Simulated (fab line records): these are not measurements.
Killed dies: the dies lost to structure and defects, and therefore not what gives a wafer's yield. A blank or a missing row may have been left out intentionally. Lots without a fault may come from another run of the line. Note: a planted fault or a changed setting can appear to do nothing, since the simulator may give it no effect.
Problem report, 8D (eight disciplines) form, completed by code + flow gf180mcu + the parts of the form that need people (team, actions taken, sign-off) are left out

## 1. THE ISSUE
Wafers without a fault read 40.02 Torr, standard deviation 0.1; chamber-pressure-Torr at GF_V2_CVD_23 reads a mean of 42.75 Torr on 6 wafers belonging to 2 lots. Measured from the usual mean, that is +27 standard deviations.
The step: deposits W, target thk 350 nm, time 104.94 s.
First observed at day 26 03:11: wafer L725.2, on cvd-w-01. The record has a number at this step for 18 wafers belonging to 6 lots. Rule for "out" (also "out of limits"): further than 4 standard deviations from the usual mean. The rest of the wafers with a number are treated as sound.

## 2. WHAT THIS IS AND IS NOT
| question                    | is                     | is not                                                                   |
|-----------------------------|------------------------|--------------------------------------------------------------------------|
| which readings at this step | chamber-pressure-Torr  | heater-power-w                                                           |
| which lots                  | L725, L727             | L712, L714, L728, L733                                                   |
| which wafers of those lots  | all that have a number | -                                                                        |
| read on which tools         | cvd-w-01               | cvd-w-02                                                                 |
| when                        | from day 26 03:11      | up to then (6 sound wafers); but 6 sound wafers of L728, L733 came after |

## 3. SUSPECTS, AND WHAT RULES EACH OUT
Counting: a tool at a process step up to the reading stays a suspect if it ran every lot that is out and no sound lot after the first of them.
- pvd-sputter-02 at GF_V2_SPUTTER_21 (material Ti, target thk 15 nm, time 80.02 s): ruled out as a lasting fault. After its first lot that is out, L725 (day 26 03:05), sound lots L728 ran on it.
- pvd-sputter-02 at GF_V2_SPUTTER_22 (material TiN, target thk 10 nm, time 40 s): ruled out as a lasting fault. After its first lot that is out, L725 (day 26 03:09), sound lots L728 ran on it.
- cvd-w-01 at GF_V2_CVD_23 (deposits W, target thk 350 nm, time 104.94 s): kept. It ran every lot that is out, first L725 (day 26 03:11), and no sound lot after that; its last sound lot up to then is L714 (day 21 16:50). Out on those wafers are its own readings of chamber-pressure-Torr.
Remaining after the count: cvd-w-01 at GF_V2_CVD_23.

## 4. THE CAUSE (what the simulator had put in)
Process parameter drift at GF_V2_CVD_23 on cvd-w-01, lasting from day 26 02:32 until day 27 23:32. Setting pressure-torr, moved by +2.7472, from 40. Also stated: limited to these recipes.
This tool alone remained once counting was done.

## 5. SEQUENCE OF EFFECTS, ordered by route
Each row: a reading where the mean over the struck wafers with a number is more than 3 standard deviations away from the usual. Only readings whose record carries a usual standard deviation are examined. hours: median over the lots of the time between each lot's start at the first step of this table that gives one and its start at this step. sigmas: the change, counted in usual standard deviations.
| hours | step         | reading               | usual      | on struck wafers | change | sigmas |
|-------|--------------|-----------------------|------------|------------------|--------|--------|
| 0     | GF_V2_CVD_23 | chamber-pressure-Torr | 40.02 Torr | 42.75            | +2.73  | +27    |
Process steps it contains:
- GF_V2_CVD_23: deposits W, target thk 350 nm, time 104.94 s.
Later steps that measure or inspect, where all struck wafers having a row at the step show a number for every such reading and not one has moved that far: GF_V2_RS_MEAS_24.

## 6. HOW IT WOULD HAVE BEEN CAUGHT EARLIER
In this record the first reading out of limits was taken at day 26 03:11, 1 hour after the fault began at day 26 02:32.
